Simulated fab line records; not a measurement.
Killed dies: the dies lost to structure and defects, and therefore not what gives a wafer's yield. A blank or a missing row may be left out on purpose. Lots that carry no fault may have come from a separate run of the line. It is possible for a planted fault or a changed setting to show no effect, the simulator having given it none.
Chamber matching + flow gf180mcu + GF_STI_ETCH_13 on rie_diel-04: 4 sister chambers
The step etches the open film in CHF3/O2, stops on Si, target depth 282.31 nm, time 112.9 s. 20 wafers are shown with their chamber, then 10 later ones without.

## WAFERS PAIRED WITH THEIR CHAMBERS
| wafer  | chamber | drypump_motor_current_A (A) | bias_w (W) | throttle_valve_pct (%) |
|--------|---------|-----------------------------|------------|------------------------|
| L349.1 | 2       | 6.6                         | 200.0      | 8.804                  |
| L349.2 | 0       | 5.3                         | 199.8      | 8.809                  |
| L349.3 | 1       | 4.7                         | 199.8      | 8.806                  |
| L350.1 | 0       | 5.3                         | 199.3      | 8.810                  |
| L350.2 | 1       | 4.7                         | 199.6      | 8.813                  |
| L350.5 | 1       | 4.7                         | 200.0      | 8.805                  |
| L351.1 | 0       | 5.3                         | 198.8      | 8.795                  |
| L351.4 | 1       | 4.7                         | 199.6      | 8.810                  |
| L351.5 | 0       | 5.3                         | 199.8      | 8.806                  |
| L353.1 | 1       | 4.7                         | 199.9      | 8.816                  |
| L353.3 | 0       | 5.3                         | 200.8      | 8.804                  |
| L353.6 | 0       | 5.2                         | 200.0      | 8.804                  |
| L356.3 | 3       | 5.2                         | 199.9      | 8.817                  |
| L356.4 | 3       | 5.3                         | 200.5      | 8.806                  |
| L356.5 | 1       | 4.7                         | 199.4      | 8.790                  |
| L357.2 | 0       | 5.3                         | 199.8      | 8.811                  |
| L357.4 | 2       | 6.6                         | 199.9      | 8.813                  |
| L357.5 | 1       | 4.7                         | 199.8      | 8.820                  |
| L358.2 | 0       | 5.3                         | 199.6      | 8.805                  |
| L358.5 | 3       | 5.3                         | 200.0      | 8.817                  |

SIGNATURES, as means of the wafers listed above
| reading                 | chamber 0 | chamber 1 | chamber 2 | chamber 3 | scatter within a chamber |
|-------------------------|-----------|-----------|-----------|-----------|--------------------------|
| drypump_motor_current_A | 5.287     | 4.700     | 6.600     | 5.267     | 0.031                    |
| bias_w                  | 199.738   | 199.729   | 199.950   | 200.133   | 0.416                    |
| throttle_valve_pct      | 8.80550   | 8.80857   | 8.80850   | 8.81333   | 0.00738                  |
Rule: a wafer lies at a distance from a chamber equal to the root of the sum of squares, over the readings, of (its reading less the chamber's mean, divided by the reading's scatter). If the next closest chamber is less than 2 further off than the closest, the wafer can't be placed; otherwise it belongs to the closest. The scatter: the root of (the sum of the squares of (reading less its chamber's mean) over the shown wafers, divided by (wafers less chambers)).

## WAFERS WITHOUT THEIR CHAMBER
| wafer  | drypump_motor_current_A (A) | bias_w (W) | throttle_valve_pct (%) |
|--------|-----------------------------|------------|------------------------|
| L358.6 | 5.3                         | 199.6      | 8.798                  |
| L365.4 | 4.7                         | 199.3      | 8.815                  |
| L365.5 | 5.3                         | 198.8      | 8.808                  |
| L365.6 | 6.6                         | 199.3      | 8.788                  |
| L370.1 | 5.3                         | 200.3      | 8.817                  |
| L370.3 | 4.7                         | 199.4      | 8.820                  |
| L370.6 | 4.7                         | 200.5      | 8.825                  |
| L371.2 | 5.3                         | 200.3      | 8.803                  |
| L371.3 | 6.6                         | 201.2      | 8.818                  |
| L371.5 | 5.3                         | 199.9      | 8.808                  |

## CHAMBER TAKEN BY EACH
| wafer  | from the rows above     | in truth |
|--------|-------------------------|----------|
| L358.6 | can't be placed: 0 or 3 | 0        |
| L365.4 | 1                       | 1        |
| L365.5 | can't be placed: 0 or 3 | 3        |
| L365.6 | 2                       | 2        |
| L370.1 | can't be placed: 3 or 0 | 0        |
| L370.3 | 1                       | 1        |
| L370.6 | 1                       | 1        |
| L371.2 | can't be placed: 0 or 3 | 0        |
| L371.3 | 2                       | 2        |
| L371.5 | can't be placed: 0 or 3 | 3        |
Correct placement for 5 of the 10. From these rows, 5 cannot be placed; in 5 the true chamber is one of the candidates. 0 placed wrongly.
